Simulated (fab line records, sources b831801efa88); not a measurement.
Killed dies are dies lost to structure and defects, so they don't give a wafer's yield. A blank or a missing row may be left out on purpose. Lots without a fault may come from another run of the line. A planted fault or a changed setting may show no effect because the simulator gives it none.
Chamber matching | flow sky130 | SKY_FIELD_ISO_CMP_27 on cmp-02: 4 sister chambers
The step polishes, stops on Si3N4, t overpolish 16 s, target thk 457.8 nm. 7 wafers are shown with their chamber, then 8 later ones without.

WAFERS WITH THEIR CHAMBER
wafer  | chamber | motor_current_A (A) | overpolish_run_s (s)
L242.6 | 3       | 12.5                | 15.988
L245.1 | 0       | 12.4                | 16.006
L245.4 | 2       | 12.4                | 15.986
L246.4 | 1       | 13.1                | 16.022
L246.5 | 1       | 13.3                | 16.003
L246.6 | 0       | 12.6                | 16.006
L250.2 | 3       | 12.3                | 16.017

WAFERS WITHOUT THEIR CHAMBER
wafer  | motor_current_A (A) | overpolish_run_s (s)
L250.5 | 11.6                | 16.014
L250.6 | 12.0                | 16.014
L258.1 | 11.9                | 15.995
L258.4 | 12.7                | 15.986
L258.6 | 13.4                | 15.997
L259.3 | 12.2                | 16.002
L259.5 | 11.8                | 15.999
L259.6 | 11.7                | 15.975

WHICH CHAMBER EACH WENT THROUGH
wafer  | from the rows above          | in truth
L250.5 | can't be placed: 3 or 2 or 0 | 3
L250.6 | can't be placed: 3 or 2 or 0 | 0
L258.1 | can't be placed: 3 or 2 or 0 | 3
L258.4 | can't be placed: 0 or 2 or 3 | 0
L258.6 | 1                            | 1
L259.3 | can't be placed: 3 or 2 or 0 | 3
L259.5 | can't be placed: 3 or 2 or 0 | 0
L259.6 | can't be placed: 2 or 3 or 0 | 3
Placed correctly: 1 of 8. Can't be placed from these rows: 7 (the true chamber is among the candidates in 7). Placed wrongly: 0.
How it was worked out, from the rows above alone: a wafer's distance from a chamber is the root of the sum, over the readings, of the square of ((its reading less the chamber's mean) divided by the reading's scatter). The wafer belongs to the nearest chamber; if the next one is less than 2 further off, it can't be placed. A chamber's mean is the mean of its shown wafers. The scatter: the root of (the sum of the squares of (reading less its chamber's mean) over the shown wafers, divided by (wafers less chambers)).
